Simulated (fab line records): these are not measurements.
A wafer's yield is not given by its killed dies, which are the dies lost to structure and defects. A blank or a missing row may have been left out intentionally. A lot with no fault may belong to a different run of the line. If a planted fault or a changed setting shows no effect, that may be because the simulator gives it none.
Which tool did it? ; flow sky130 ; 39 wafers sampled from 13 lots at 1 step of a route of 708

WHAT EACH GAUGE READ, for each wafer
SKY_METAL2_OVL_MEAS_16.
lot;measured;on;METAL2_OVL (nm)
L277;day 34 07:43;overlay-02;1 6 -3
L278;day 34 20:12;overlay-01;8 7 9
L279;day 35 04:53;overlay-01;13 10 10
L281;day 36 07:20;overlay-02;7 7 10
L282;day 36 21:26;overlay-01;5 3 7
L283;day 37 02:43;overlay-02;11 7 10
L284;day 37 05:50;overlay-02;1 3 3
L291;day 39 05:58;overlay-02;3 7 7
L294;day 40 12:16;overlay-01;0 0 9
L293;day 40 12:16;overlay-02;2 3 1
L299;day 42 07:26;overlay-01;12 10 12
L298;day 42 07:47;overlay-02;13 10 11
L300;day 42 12:32;overlay-01;4 4 2

TOOL THAT RAN EACH LOT (tool first, then ch and the chambers of the sampled wafers, then the start)
Record: no process step prior to these readings.

WHAT THE TOOLS THEMSELVES READ (means of the sampled wafers that have a number; where no wafer has one, the mark that the record gives instead)
The record holds no such reading with a usual standard deviation.

THE ANSWER, worked out from the rows above alone
Rule: usual is defined by the lots themselves. Put in order of their means at a reading, lots are off if they are a third of the lots or fewer, leave a main group of 4 or more, and stand apart from it by a gap of 3 or more times the standard deviation of the main group's means; of several such gaps the widest counts. The tables above print the reading to a certain number of digits; a main group whose means all agree to those digits is not used. A lot without any number at a reading at which 4 lots or more have one is off too. Where the step has rows for the other lots, those lots are counted as sound. After the gauges, taken in route order, come the tools' own readings; for these a lot's mean is taken, as printed above. The first step at which some lot is off is used, and at that step the reading that is off furthest; a lot without a number counts as furthest.
None of the lots is off at any reading shown; this tells nothing.

WHAT HAD BEEN PUT IN BY THE SIMULATOR
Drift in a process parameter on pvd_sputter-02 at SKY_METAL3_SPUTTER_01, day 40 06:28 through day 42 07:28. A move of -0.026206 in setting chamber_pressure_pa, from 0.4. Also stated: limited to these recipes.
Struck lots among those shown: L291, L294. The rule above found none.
